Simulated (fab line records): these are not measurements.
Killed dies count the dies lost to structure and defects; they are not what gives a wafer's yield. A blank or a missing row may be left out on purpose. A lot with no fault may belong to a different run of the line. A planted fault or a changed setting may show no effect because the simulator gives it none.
Which tool did it? || flow gf180mcu || 12 lots, 36 wafers sampled, at 4 steps of a route of 602

== WHAT THE GAUGES SHOWED, per wafer ==
GF_V2_CD_MEAS_14: the cd target is 260 nm. Usual: cd-nm at 260.1 nm, with a standard deviation of 1.1.
{"lot": "L281", "measured": "day 20 22:12", "on": "cd-sem-01", "cd-nm (nm)": "260.7 259.0 260.8", "flag": ""}
{"lot": "L282", "measured": "day 21 02:26", "on": "cd-sem-01", "cd-nm (nm)": "258.8 258.3 259.1", "flag": ""}
{"lot": "L283", "measured": "day 21 17:38", "on": "cd-sem-01", "cd-nm (nm)": "260.6 259.7 260.8", "flag": ""}
{"lot": "L284", "measured": "day 22 00:05", "on": "cd-sem-02", "cd-nm (nm)": "260.3 258.8 260.0", "flag": ""}
{"lot": "L287", "measured": "day 22 19:04", "on": "cd-sem-02", "cd-nm (nm)": "260.2 260.3 260.4", "flag": ""}
{"lot": "L289", "measured": "day 23 12:14", "on": "cd-sem-01", "cd-nm (nm)": "261.7 261.8 261.1", "flag": ""}
{"lot": "L290", "measured": "day 23 20:25", "on": "cd-sem-02", "cd-nm (nm)": "258.2 258.8 259.5", "flag": ""}
{"lot": "L291", "measured": "day 24 06:54", "on": "cd-sem-01", "cd-nm (nm)": "260.1 259.3 259.3", "flag": ""}
{"lot": "L295", "measured": "day 25 10:18", "on": "cd-sem-02", "cd-nm (nm)": "260.0 259.3 260.5", "flag": ""}
{"lot": "L297", "measured": "day 26 01:58", "on": "cd-sem-02", "cd-nm (nm)": "257.9 259.2 259.8", "flag": ""}
{"lot": "L298", "measured": "day 26 13:54", "on": "cd-sem-02", "cd-nm (nm)": "258.9 260.0 258.3", "flag": ""}
{"lot": "L303", "measured": "day 28 03:18", "on": "cd-sem-02", "cd-nm (nm)": "261.5 260.2 262.7", "flag": ""}

== EACH LOT AND THE TOOL THAT RAN IT (in order: tool; ch and the chambers of the sampled wafers; start) ==
{"lot": "L281", "GF_M2_METAL_ETCH_16": "rie-metal-04 ch 0, day 19 20:39", "GF_V2_CVD_02": "pecvd-03 ch 1,2, day 19 21:26", "GF_V2_CMP_04": "cmp-01 ch 1,2, day 19 21:34"}
{"lot": "L282", "GF_M2_METAL_ETCH_16": "rie-metal-03 ch 0,1, day 20 01:05", "GF_V2_CVD_02": "pecvd-01 ch 0,2, day 20 01:55", "GF_V2_CMP_04": "cmp-02 ch 1,2, day 20 02:02"}
{"lot": "L283", "GF_M2_METAL_ETCH_16": "rie-metal-03 ch 1, day 20 16:21", "GF_V2_CVD_02": "pecvd-03 ch 0,1,2, day 20 17:16", "GF_V2_CMP_04": "cmp-01 ch 1,2,3, day 20 17:27"}
{"lot": "L284", "GF_M2_METAL_ETCH_16": "rie-metal-02 ch 0,1, day 20 22:49", "GF_V2_CVD_02": "pecvd-02 ch 0,2, day 20 23:37", "GF_V2_CMP_04": "cmp-01 ch 0,1,3, day 20 23:44"}
{"lot": "L287", "GF_M2_METAL_ETCH_16": "rie-metal-04 ch 0,1, day 21 18:18", "GF_V2_CVD_02": "pecvd-03 ch 0,1, day 21 19:07", "GF_V2_CMP_04": "cmp-02 ch 0,1,2, day 21 19:21"}
{"lot": "L289", "GF_M2_METAL_ETCH_16": "rie-metal-04 ch 0,1, day 22 11:36", "GF_V2_CVD_02": "pecvd-01 ch 0,1,2, day 22 12:24", "GF_V2_CMP_04": "cmp-01 ch 0,2,3, day 22 12:38"}
{"lot": "L290", "GF_M2_METAL_ETCH_16": "rie-metal-03 ch 0,1, day 22 20:20", "GF_V2_CVD_02": "pecvd-02 ch 0,1,2, day 22 21:08", "GF_V2_CMP_04": "cmp-01 ch 2,3, day 22 21:16"}
{"lot": "L291", "GF_M2_METAL_ETCH_16": "rie-metal-02 ch 0,1, day 23 06:27", "GF_V2_CVD_02": "pecvd-01 ch 0,1,2, day 23 07:14", "GF_V2_CMP_04": "cmp-01 ch 1,2, day 23 07:22"}
{"lot": "L295", "GF_M2_METAL_ETCH_16": "rie-metal-03 ch 0,1, day 24 11:17", "GF_V2_CVD_02": "pecvd-02 ch 0,1,2, day 24 12:07", "GF_V2_CMP_04": "cmp-02 ch 0,2,3, day 24 12:14"}
{"lot": "L297", "GF_M2_METAL_ETCH_16": "rie-metal-03 ch 0,1, day 25 04:14", "GF_V2_CVD_02": "pecvd-01 ch 0,1, day 25 04:59", "GF_V2_CMP_04": "cmp-01 ch 0,2,3, day 25 05:13"}
{"lot": "L298", "GF_M2_METAL_ETCH_16": "rie-metal-02 ch 0,1, day 25 15:35", "GF_V2_CVD_02": "pecvd-02 ch 0,2, day 25 16:28", "GF_V2_CMP_04": "cmp-02 ch 0,1,2, day 25 16:39"}
{"lot": "L303", "GF_M2_METAL_ETCH_16": "rie-metal-02 ch 0,1, day 27 06:24", "GF_V2_CVD_02": "pecvd-03 ch 0,2, day 27 07:14", "GF_V2_CMP_04": "cmp-01 ch 0,2,3, day 27 07:28"}
- GF_M2_METAL_ETCH_16: etches the open film in Cl2/BCl3, stops on SiO2, target depth 750.8 nm, time 125.1 s.
- GF_V2_CVD_02: deposits SiO2 from TEOS, target thk 850 nm, time 94.851 s.
- GF_V2_CMP_04: polishes SiO2.

== WHAT THE TOOLS THEMSELVES READ (means of the sampled wafers that have a number; where no wafer has one, the mark that the record gives instead) ==
GF_M2_METAL_ETCH_16. Usual: bcl3-flow-sccm 39.99 sccm, standard deviation 0.1; bias-w 140.0 W, standard deviation 0.41; drypump-motor-current-A 5.97 A, standard deviation 0.19; he-backside-leak-sccm 3.38 sccm, standard deviation 0.23; oes-product-au 0.991 a.u., standard deviation 0.0059; throttle-valve-pct 28.229 %, standard deviation 0.0095.
{"lot": "L281", "tool": "rie-metal-04", "bcl3-flow-sccm (sccm)": 39.87, "bias-w (W)": 140.0, "drypump-motor-current-A (A)": 5.87, "he-backside-leak-sccm (sccm)": 3.08, "oes-product-au (a.u.)": 0.990, "throttle-valve-pct (%)": 28.229, "flag": ""}
{"lot": "L282", "tool": "rie-metal-03", "bcl3-flow-sccm (sccm)": 39.96, "bias-w (W)": 139.5, "drypump-motor-current-A (A)": 5.84, "he-backside-leak-sccm (sccm)": 3.55, "oes-product-au (a.u.)": 0.991, "throttle-valve-pct (%)": 28.231, "flag": ""}
{"lot": "L283", "tool": "rie-metal-03", "bcl3-flow-sccm (sccm)": 40.13, "bias-w (W)": 139.9, "drypump-motor-current-A (A)": 6.01, "he-backside-leak-sccm (sccm)": 3.44, "oes-product-au (a.u.)": 0.986, "throttle-valve-pct (%)": 28.231, "flag": ""}
{"lot": "L284", "tool": "rie-metal-02", "bcl3-flow-sccm (sccm)": 40.04, "bias-w (W)": 140.2, "drypump-motor-current-A (A)": 6.19, "he-backside-leak-sccm (sccm)": 3.27, "oes-product-au (a.u.)": 0.997, "throttle-valve-pct (%)": 28.229, "flag": ""}
{"lot": "L287", "tool": "rie-metal-04", "bcl3-flow-sccm (sccm)": 40.02, "bias-w (W)": 140.0, "drypump-motor-current-A (A)": 5.86, "he-backside-leak-sccm (sccm)": 3.12, "oes-product-au (a.u.)": 0.984, "throttle-valve-pct (%)": 28.234, "flag": ""}
{"lot": "L289", "tool": "rie-metal-04", "bcl3-flow-sccm (sccm)": 39.97, "bias-w (W)": 140.3, "drypump-motor-current-A (A)": 5.83, "he-backside-leak-sccm (sccm)": 3.20, "oes-product-au (a.u.)": 0.992, "throttle-valve-pct (%)": 28.235, "flag": ""}
{"lot": "L290", "tool": "rie-metal-03", "bcl3-flow-sccm (sccm)": 40.00, "bias-w (W)": 140.5, "drypump-motor-current-A (A)": 5.93, "he-backside-leak-sccm (sccm)": 3.65, "oes-product-au (a.u.)": 0.992, "throttle-valve-pct (%)": 28.221, "flag": ""}
{"lot": "L291", "tool": "rie-metal-02", "bcl3-flow-sccm (sccm)": 39.94, "bias-w (W)": 139.7, "drypump-motor-current-A (A)": 6.19, "he-backside-leak-sccm (sccm)": 3.35, "oes-product-au (a.u.)": 0.989, "throttle-valve-pct (%)": 28.229, "flag": ""}
{"lot": "L295", "tool": "rie-metal-03", "bcl3-flow-sccm (sccm)": 39.99, "bias-w (W)": 139.8, "drypump-motor-current-A (A)": 5.82, "he-backside-leak-sccm (sccm)": 3.50, "oes-product-au (a.u.)": 0.986, "throttle-valve-pct (%)": 28.238, "flag": ""}
{"lot": "L297", "tool": "rie-metal-03", "bcl3-flow-sccm (sccm)": 39.90, "bias-w (W)": 137.4, "drypump-motor-current-A (A)": 5.83, "he-backside-leak-sccm (sccm)": 3.18, "oes-product-au (a.u.)": 0.983, "throttle-valve-pct (%)": 28.238, "flag": "OFF"}
{"lot": "L298", "tool": "rie-metal-02", "bcl3-flow-sccm (sccm)": 40.02, "bias-w (W)": 140.1, "drypump-motor-current-A (A)": 6.19, "he-backside-leak-sccm (sccm)": 3.29, "oes-product-au (a.u.)": 0.994, "throttle-valve-pct (%)": 28.225, "flag": ""}
{"lot": "L303", "tool": "rie-metal-02", "bcl3-flow-sccm (sccm)": 39.93, "bias-w (W)": 139.6, "drypump-motor-current-A (A)": 6.20, "he-backside-leak-sccm (sccm)": 3.33, "oes-product-au (a.u.)": 0.991, "throttle-valve-pct (%)": 28.229, "flag": ""}

GF_V2_CVD_02. Usual: heater-power-w at 681 W, with a standard deviation of 110.
{"lot": "L281", "tool": "pecvd-03", "heater-power-w (W)": 826, "flag": ""}
{"lot": "L282", "tool": "pecvd-01", "heater-power-w (W)": 738, "flag": ""}
{"lot": "L283", "tool": "pecvd-03", "heater-power-w (W)": 687, "flag": ""}
{"lot": "L284", "tool": "pecvd-02", "heater-power-w (W)": 613, "flag": ""}
{"lot": "L287", "tool": "pecvd-03", "heater-power-w (W)": 752, "flag": ""}
{"lot": "L289", "tool": "pecvd-01", "heater-power-w (W)": 720, "flag": ""}
{"lot": "L290", "tool": "pecvd-02", "heater-power-w (W)": 636, "flag": ""}
{"lot": "L291", "tool": "pecvd-01", "heater-power-w (W)": 738, "flag": ""}
{"lot": "L295", "tool": "pecvd-02", "heater-power-w (W)": 629, "flag": ""}
{"lot": "L297", "tool": "pecvd-01", "heater-power-w (W)": 593, "flag": ""}
{"lot": "L298", "tool": "pecvd-02", "heater-power-w (W)": 589, "flag": ""}
{"lot": "L303", "tool": "pecvd-03", "heater-power-w (W)": 559, "flag": ""}

GF_V2_CMP_04. Usual: motor-current-A 12.0 A, standard deviation 1.3; time-to-endpoint-s 80 s, standard deviation 5.9.
{"lot": "L281", "tool": "cmp-01", "motor-current-A (A)": 9.9, "time-to-endpoint-s (s)": 83, "flag": ""}
{"lot": "L282", "tool": "cmp-02", "motor-current-A (A)": 12.5, "time-to-endpoint-s (s)": 79, "flag": ""}
{"lot": "L283", "tool": "cmp-01", "motor-current-A (A)": 10.9, "time-to-endpoint-s (s)": 78, "flag": ""}
{"lot": "L284", "tool": "cmp-01", "motor-current-A (A)": 11.3, "time-to-endpoint-s (s)": 84, "flag": ""}
{"lot": "L287", "tool": "cmp-02", "motor-current-A (A)": 12.7, "time-to-endpoint-s (s)": 88, "flag": ""}
{"lot": "L289", "tool": "cmp-01", "motor-current-A (A)": 11.7, "time-to-endpoint-s (s)": 78, "flag": ""}
{"lot": "L290", "tool": "cmp-01", "motor-current-A (A)": 11.1, "time-to-endpoint-s (s)": 74, "flag": ""}
{"lot": "L291", "tool": "cmp-01", "motor-current-A (A)": 10.6, "time-to-endpoint-s (s)": 76, "flag": ""}
{"lot": "L295", "tool": "cmp-02", "motor-current-A (A)": 12.4, "time-to-endpoint-s (s)": 84, "flag": ""}
{"lot": "L297", "tool": "cmp-01", "motor-current-A (A)": 12.0, "time-to-endpoint-s (s)": 76, "flag": ""}
{"lot": "L298", "tool": "cmp-02", "motor-current-A (A)": 12.9, "time-to-endpoint-s (s)": 83, "flag": ""}
{"lot": "L303", "tool": "cmp-01", "motor-current-A (A)": 11.6, "time-to-endpoint-s (s)": 79, "flag": ""}

== THE ANSWER, worked out from the rows above alone ==
Rule: take the mean of a lot's wafers that have a number; if it is more than 3 standard deviations from the usual mean, the lot is off. Also off: a lot with no number at a reading for which 4 or more lots have one. Any other lot the step has rows for is counted as sound. After the gauges, taken in route order, come the tools' own readings; for these a lot's mean is taken, as printed above. The first step at which some lot is off is used, and at that step the reading that is off furthest; a lot without a number counts as furthest.
Off at GF_M2_METAL_ETCH_16 (bias-w): L297.
If a tool, at that step or one of the process steps before it, ran each lot that is off and ran no sound lot following the first of them, it fits. One fits: GF_M2_METAL_ETCH_16 on rie-metal-03. A fault onset in the window from L295 (day 24 11:17, its last sound lot) to L297 (day 25 04:14, its first lot off) fits.
The tool's own readings at GF_M2_METAL_ETCH_16 bear it out: on the lots that are off they differ by more than 5 times the standard deviation of the sound lots' means. bias-w reads 137.4 W there against 140.0 W on the sound lots.

== WHAT THE SIMULATOR HAD INSERTED ==
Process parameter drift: rie-metal-03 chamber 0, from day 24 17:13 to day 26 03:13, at GF_M2_METAL_ETCH_16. Setting bias-w, moved by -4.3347, from 140. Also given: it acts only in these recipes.
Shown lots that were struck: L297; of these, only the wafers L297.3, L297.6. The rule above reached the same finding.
